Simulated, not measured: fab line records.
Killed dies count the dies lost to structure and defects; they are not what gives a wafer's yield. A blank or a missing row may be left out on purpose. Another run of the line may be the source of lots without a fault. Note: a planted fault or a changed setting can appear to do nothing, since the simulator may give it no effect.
fab line records	flow sky130
record lots=5	wafers=15	last_day=50
route steps=708 shown VIA2@525 METAL3@532 CAPM@537 PAD_OPEN@708
lots that met no fault: from a run of the same line without faults
start_h: the number of hours between the record's first day and the start of the first shown wafer of the lot	wait_h: hours elapsed since this lot's preceding step	" same as the row above	L1.1+2: several wafers, shown together as one row	- no value, or no start was given	* or withheld: withheld	< > ~ a bound
route shown NAME@n: names a module that has steps shown in the file, with the first one's number in the route	usual: mean/standard deviation of fault-free wafers	same: alike in all rows	chamber/n: place in a boat	sites: readings site by site	_std_site: standard deviation across them	_edge_site: inner sites' mean taken away from outer sites' mean	radius_mm: how far each site lies from the wafer's centre	mask NAME#n: copy n	behind: tool/chamber where the wafer was last shaped	hold: reason for holding the lot/hours on hold/outcome of the hold	device: the transistor (n, p or np) that didn't switch	end of line: tests run on the same wafers once the route is complete	a step given without rows: its recipe and nothing more	killed: not the wafer's yield, but the dies lost to structure and defects at the first sort	map: dies across one wafer; x = killed, . = not, _ = none there
set.NAME: the run value of the setting; set.NAME@STEP: its run value at that earlier step	model.NAME: the simulator's own value behind a step, which no gauge read
lots at some steps of the route; a table a step, a row a wafer
services: when a tool's chamber went out of use (start_h, in hours from the record's first day, below 0 if earlier), for how many hours, and the reason
## steps
# step SKY_VIA2_CLEAN_18
# recipe chemistry=IPA	time_s=180	temp_c=25
# step SKY_VIA2_CLEAN_19
# recipe chemistry=O3/DIW	dry=n2_spin
# step SKY_VIA2_SPUTTER_20
# recipe material=TiN	target_thk_nm=20	chamber_pressure_pa=5	power_w=4000	time_s=80
# step SKY_VIA2_CVD_21
# recipe material=W	target_thk_nm=420	time_s=126.4	temp_c=400	pressure_torr=40
# step SKY_VIA2_CMP_24
# recipe stop_on=SiO2	t_overpolish_s=20	down_force_psi=3.5	platen_rpm=60	target_thk_nm=0	pad_velocity_m_s=0.94248
# step SKY_METAL3_SPUTTER_00
# recipe material=Ti	target_thk_nm=15	power_w=3000	time_s=10	chamber_pressure_pa=0.4
# step SKY_METAL3_SPUTTER_01
# recipe material=TiN	target_thk_nm=20	power_w=6500	time_s=16.7	chamber_pressure_pa=0.4
# step SKY_METAL3_SPUTTER_02
# recipe material=AlCu	target_thk_nm=735	power_w=10600	time_s=39.1	chamber_pressure_pa=0.4
# step SKY_METAL3_SPUTTER_03
# recipe material=Ti	target_thk_nm=5	power_w=3000	time_s=3.3	chamber_pressure_pa=0.4
# step SKY_METAL3_SPUTTER_04
# recipe material=TiN	target_thk_nm=70	power_w=6500	time_s=58.3	chamber_pressure_pa=0.4
# step SKY_CAPM_CVD_00
# recipe material=SiO2	target_thk_nm=15.5	temp_c=400	time_s=withheld	rf_w=450
# usual heater_power_w=663/73
lot.wafer	tool	chamber	start_h	wait_h	heater_power_w
L237.3	pecvd-03	1	916.62	0.0	590
L237.5	"	1	"	"	579
L237.6	"	2	"	"	652
L238.3	pecvd-03	2	924.41	0.0	678
L238.5	"	2	"	"	668
L238.6	"	1	"	"	596
L239.2	pecvd-03	1	925.70	0.0	549
L239.3	"	1	"	"	546
L239.6	"	2	"	"	575
L242.2	pecvd-01	2	946.25	0.0	742
L242.5	"	2	"	"	743
L242.6	"	0	"	"	669
L247.1	pecvd-03	1	1023.54	0.0	607
L247.3	"	2	"	"	673
L247.4	"	2	"	"	686
# step SKY_CAPM_SPUTTER_02
# recipe material=TiN	target_thk_nm=200	temp_c=300	power_w=6500	time_s=166.7	chamber_pressure_pa=0.4
# step SKY_CAPM_DEHYDRATE_05
# recipe temp_c=200	time_s=60
# step SKY_CAPM_HMDS_06
# recipe prime_time_s=60	prime_temp_c=120
# step SKY_CAPM_COAT_07
# recipe resist=NOVOLAK	spin_rpm=3000	resist_thk_nm=1140
# step SKY_CAPM_SOFTBAKE_08
# recipe temp_c=90	time_s=60	resist=NOVOLAK
# step SKY_CAPM_EXPOSE_09
# recipe mask_id=CAPM	na=0.6	source_shape=conventional	sigma_outer=0.6	polarization=unpolarized	target_cd_nm=1000	dose_mj=159
# step SKY_CAPM_PEB_10
# recipe temp_c=withheld	time_s=*	resist=NOVOLAK
# step SKY_CAPM_DEVELOP_11
# recipe resist=NOVOLAK	developer=TMAH	develop_time_s=60	dev_temp_c=23
# step SKY_CAPM_METAL_ETCH_13
# recipe target_depth_nm=220	stop_on=SiO2	chemistry=Cl2/BCl3	target=TiN	pressure_mtorr=10	icp_w=900	bias_w=48.5	Cl2_flow_sccm=60	bcl3_flow_sccm=30	time_s=62.9
# step SKY_CAPM_STRIP_14
# recipe chemistry=O2/N2	power_w=1400	pressure_mtorr=1500	platen_temp_c=withheld	o2_flow_sccm=3000	n2_flow_sccm=300	overash_fraction=0.5
# step SKY_CAPM_STRIP_15
# recipe chemistry=post_etch_residue_remover	time_s=1232	temp_c=72.5
# step SKY_CAPM_CLEAN_16
# recipe chemistry=IPA	time_s=180	temp_c=25
# step SKY_CAPM_CLEAN_17
# recipe chemistry=O3/DIW	dry=n2_spin
# step SKY_METAL3_DEHYDRATE_05
# recipe temp_c=200	time_s=60
# step SKY_METAL3_HMDS_06
# recipe prime_time_s=60	prime_temp_c=120
# step SKY_METAL3_COAT_07
# recipe resist=BARC	temp_c=withheld	time_s=withheld	spin_rpm=3000	resist_thk_nm=60
# step SKY_METAL3_COAT_08
# recipe resist=KrF-thick	spin_rpm=3000	resist_thk_nm=1140
# step SKY_METAL3_SOFTBAKE_09
# recipe temp_c=100	time_s=90	resist=KrF-thick
# step SKY_METAL3_EXPOSE_10
# recipe mask_id=MM3	na=0.68	source_shape=annular	sigma_inner=0.4	sigma_outer=0.8	target_cd_nm=300	dose_mj=28
# step SKY_METAL3_PEB_11
# recipe peb_temp_c=withheld	peb_time_s=withheld	resist=KrF-thick
# step SKY_METAL3_DEVELOP_12
# recipe develop_time_s=60	resist=KrF-thick	dev_temp_c=21
# step SKY_METAL3_DESCUM_15
# recipe chemistry=O2	source_power_w=150	bias_power_w=0	pressure_mtorr=10	temp_c=40	time_s=8
# step SKY_METAL3_ETCH_16
# recipe chemistry=N2/H2	target=BARC	ion_energy_ev=200	bias_w=100	pressure_mtorr=30	n2_flow_sccm=100	h2_flow_sccm=200	icp_w=500	stop_on=SiO2	time_s=88.2	target_depth_a=600
# step SKY_PAD_OPEN_PROBE_99
# usual defect_limited_yield=82.3/2	killed_at_M0_to_M3=43/6.8	killed_at_M4_up=3.2/1.9	killed_at_contacts=24/5	killed_at_front_end=16/4.9	killed_at_other=0.4/0.76	killed_dies=87/10	killed_open=47/7.3	killed_short=39/6.2	sort_bin_3_pad_short=0.9/0.4	sort_bin_5_function=10.5/1.5	sort_bin_6_memory=6.4/1.2	sort_n_pass=405/10	sort_yield_pct=82.3/2
# same gross_dies=492	killed_at_back_side=0	sort_bin_4_leakage[%]=0	sort_bin_8_speed[%]=0
lot.wafer	tool	chamber	start_h	wait_h	defect_limited_yield[%]	killed_at_M0_to_M3	killed_at_M4_up	killed_at_contacts	killed_at_front_end	killed_at_other	killed_dies	killed_open	killed_short	sort_bin_3_pad_short[%]	sort_bin_5_function[%]	sort_bin_6_memory[%]	sort_n_pass	sort_yield_pct[%]	model.etest.tester.sort_n_pass	model.etest.tester.sort_yield_pct	model.etest.tester.sort_bin_5_pct	model.etest.tester.sort_bin_3_pct
L237.3	prober-01	-	1126.95	0.2	83.5	39	1	26	15	0	81	39	42	1.0	8.9	6.5	411	83.5	411	83.54	8.943	1.016
L237.5	prober-01	-	1127.05	0.2	81.5	40	0	35	15	1	91	52	39	1.2	11.8	5.5	401	81.5	401	81.5	11.79	1.22
L237.6	prober-01	-	1127.10	0.2	71.7	52	4	27	13	43	139	45	51	2.2	17.7	8.3	353	71.7	353	71.75	17.68	2.236
L238.3	prober-02	-	1134.43	0.2	72.6	51	2	17	16	49	135	39	47	1.6	18.3	7.5	357	72.6	357	72.56	18.29	1.626
L238.5	prober-02	-	1134.53	0.2	71.3	48	1	19	23	50	141	49	42	2.0	19.7	6.9	351	71.3	351	71.34	19.72	2.033
L238.6	prober-02	-	1134.58	0.2	78.3	56	2	31	18	0	107	52	55	0.8	12.4	8.5	385	78.3	385	78.25	12.4	0.813
L239.2	prober-01	-	1135.64	0.1	80.3	49	3	27	16	2	97	53	44	1.6	12.4	5.7	395	80.3	395	80.28	12.4	1.626
L239.6	prober-01	-	1135.84	0.2	73.0	38	5	21	19	50	133	49	35	2.8	16.9	7.3	359	73.0	359	72.97	16.87	2.846
L242.2	prober-02	-	1151.46	0.1	81.7	43	3	27	17	0	90	39	51	0.8	10.6	6.9	402	81.7	402	81.71	10.57	0.813
L242.5	prober-02	-	1151.61	0.2	84.3	29	1	33	14	0	77	41	36	0.6	9.1	5.9	415	84.3	415	84.35	9.146	0.6098
L242.6	prober-02	-	1151.66	0.2	82.1	35	3	33	17	0	88	47	41	0.8	10.4	6.7	404	82.1	404	82.11	10.37	0.813
L247.1	prober-02	-	1204.56	0.1	83.1	45	3	23	12	0	83	49	34	1.2	8.5	7.1	409	83.1	409	83.13	8.537	1.22
L247.3	prober-02	-	1204.66	0.2	81.1	47	1	19	25	1	93	54	39	0.2	11.4	7.3	399	81.1	399	81.1	11.38	0.2033
L247.4	prober-02	-	1204.71	0.2	83.1	50	4	20	8	1	83	50	33	0.4	9.8	6.7	409	83.1	409	83.13	9.756	0.4065
# killed by level:class
L237.3 CONTACT:geometric_particle:open=9 LI_CONTACT:geometric_particle:open=8 VIA1:geometric_particle:open=6 LOCAL_INTERCONNECT:geometric_particle:short=5 VIA1:geometric_particle:short=5 METAL1:geometric_particle:short=5 METAL2:geometric_particle:short=5 VIA3:geometric_particle:short=5
L237.5 CONTACT:geometric_particle:open=14 LI_CONTACT:geometric_particle:open=9 CONTACT:geometric_particle:short=7 VIA1:geometric_particle:open=7 VIA3:geometric_particle:open=7 METAL1:geometric_particle:short=6 VIA2:geometric_particle:open=6 VIA3:geometric_particle:short=5
L237.6 CAPM:unspecified=43 VIA1:geometric_particle:open=14 VIA1:geometric_particle:short=10 CONTACT:geometric_particle:open=8 METAL1:geometric_particle:short=7 CONTACT:geometric_particle:short=6 POLY_GATE:geometric_particle:open=5 LI_CONTACT:geometric_particle:open=5
L238.3 CAPM:unspecified=49 METAL1:geometric_particle:short=10 VIA1:geometric_particle:open=8 VIA2:geometric_particle:open=7 POLY_GATE:geometric_particle:open=6 METAL2:geometric_particle:short=6 LI_CONTACT:geometric_particle:open=5 VIA1:geometric_particle:short=5
L238.5 CAPM:unspecified=50 METAL1:geometric_particle:short=9 VIA1:geometric_particle:short=9 VIA1:geometric_particle:open=8 VIA3:geometric_particle:open=8 FIELD_ISO:geometric_particle:open=7 CONTACT:geometric_particle:open=7 POLY_GATE:geometric_particle:open=6
L238.6 METAL1:geometric_particle:short=12 VIA3:geometric_particle:short=8 LI_CONTACT:geometric_particle:open=8 CONTACT:geometric_particle:open=8 VIA1:geometric_particle:open=8 VIA3:geometric_particle:open=8 VIA2:geometric_particle:open=6 POLY_GATE:geometric_particle:open=5
L239.2 VIA2:geometric_particle:open=10 CONTACT:geometric_particle:open=9 VIA1:geometric_particle:open=9 METAL2:geometric_particle:short=8 LI_CONTACT:geometric_particle:open=6 CONTACT:geometric_particle:short=6 VIA1:geometric_particle:short=6 FIELD_ISO:geometric_particle:open=5
L239.6 CAPM:unspecified=49 CONTACT:geometric_particle:open=9 VIA1:geometric_particle:open=8 FIELD_ISO:geometric_particle:open=7 VIA3:geometric_particle:open=7 LI_CONTACT:geometric_particle:open=6 VIA2:geometric_particle:short=5 VIA2:geometric_particle:open=5
L242.2 METAL1:geometric_particle:short=10 VIA1:geometric_particle:open=9 CONTACT:geometric_particle:open=9 VIA1:geometric_particle:short=7 FIELD_ISO:geometric_particle:open=6 LOCAL_INTERCONNECT:geometric_particle:short=6 POLY_GATE:geometric_particle:short=5 LI_CONTACT:geometric_particle:short=4
L242.5 CONTACT:geometric_particle:open=10 LI_CONTACT:geometric_particle:open=9 CONTACT:geometric_particle:short=7 VIA1:geometric_particle:open=7 POLY_GATE:geometric_particle:short=4 LOCAL_INTERCONNECT:geometric_particle:short=4 METAL1:geometric_particle:short=4 METAL2:geometric_particle:short=4
L242.6 LI_CONTACT:geometric_particle:open=11 VIA1:geometric_particle:open=10 CONTACT:geometric_particle:open=9 LOCAL_INTERCONNECT:geometric_particle:short=5 POLY_GATE:geometric_particle:short=4 LI_CONTACT:geometric_particle:short=4 CONTACT:geometric_particle:short=4 METAL2:geometric_particle:short=4
L247.1 VIA1:geometric_particle:open=16 LI_CONTACT:geometric_particle:open=8 METAL1:geometric_particle:short=8 CONTACT:geometric_particle:open=6 VIA3:geometric_particle:open=5 FIELD_ISO:geometric_particle:short=4 LI_CONTACT:geometric_particle:short=4 VIA2:geometric_particle:open=3
L247.3 VIA3:geometric_particle:open=10 VIA1:geometric_particle:open=9 FIELD_ISO:geometric_particle:open=7 POLY_GATE:geometric_particle:short=7 CONTACT:geometric_particle:short=6 CONTACT:geometric_particle:open=6 VIA2:geometric_particle:open=6 POLY_GATE:geometric_particle:open=5
L247.4 VIA1:geometric_particle:open=14 VIA3:geometric_particle:open=9 CONTACT:geometric_particle:open=8 VIA2:geometric_particle:open=7 METAL1:geometric_particle:short=6 LI_CONTACT:geometric_particle:open=5 VIA2:geometric_particle:short=5 CONTACT:geometric_particle:short=4
# map L237.6 (x killed, . not)
__________...x......_________
________....xx..xx...x_______
______..x..xxxxxxx......_____
_____.x...xxxxxx.......x.____
____....xxxxxxxxxxxx..x...___
___.x.....xxxxxxx.....x....__
__..x..x..xxxxxxx..xx......._
_..x.....xxxxxxx........x..x.
_.x...x..xx.x..xx...x...x..x.
_..............x...x.x......x
_..x..x.x..xx.x.x............
_.x..x..x...x..........x.....
_.....xx..xx....x..x..x.x.xx.
_.x.....x..x...x.......xx.x.x
_........x..x.......x...x....
__.......xx.......x......x.x_
___.x..x.......xx...x......__
____.............x.x.x....___
_____....x....x......x.x.____
______........xx.x.x..x._____
________......x......._______
__________..x..x.x.._________
# map L238.5 (x killed, . not)
__________xx.x......_________
________....xx.x......_______
______.x...xxxxxxxx....._____
_____.....xxxxxx..x.x....____
____....xxxxxxxxxxx...x...___
___..xxxxxxxxxxxxx........x__
__....x.xxxxxxxxx.xx......x._
_..........xxxxx.x....x...x..
_x........xxxxxx.......xx...x
_.............x....x.....x...
_x..........x..x.x.x.x....x.x
_..x.xx.......x..x......x....
_x.....x..........x........x.
_..x.x.......x...x...........
_x....xxx....x............x..
__..x.........x.x.......x..._
___.........x.x...x....x...__
____x..x................x.___
_____...x...x.....x......____
______xx.x....x...xx..xx_____
________..x.x........._______
__________x.x.xx..xx_________
## services
tool	chamber	start_h	hours	kind
pecvd-01	-	903.72	1.1	repair
pecvd-03	0	916.35	21.4	repair
pecvd-01	2	951.48	10.9	repair
pecvd-01	-	978.98	2.8	pm
pecvd-01	1	1014.33	2.1	scheduled_down
## key
first_sign step=SKY_PAD_OPEN_PROBE_99	reading=killed_at_other	direction=up	sigmas=48	usual=0.4	struck=48
effect step=SKY_PAD_OPEN_PROBE_99	reading=sort_bin_5_function	direction=up	sigmas=5.1	usual=10.5	struck=18.1
model_effect step=SKY_PAD_OPEN_PROBE_99	value=etest.tester.sort_n_pass	without=397.2	struck=355
met_at SKY_CAPM_CVD_00
struck_wafers L237.6,L238.3,L238.5,L239.6
fault kind=chamber_particle_source	tool=pecvd-03	chamber=2	onset_h=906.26	steps=SKY_CAPM_CVD_00	rate_per_visit_cm2=0.61653	end_h=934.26
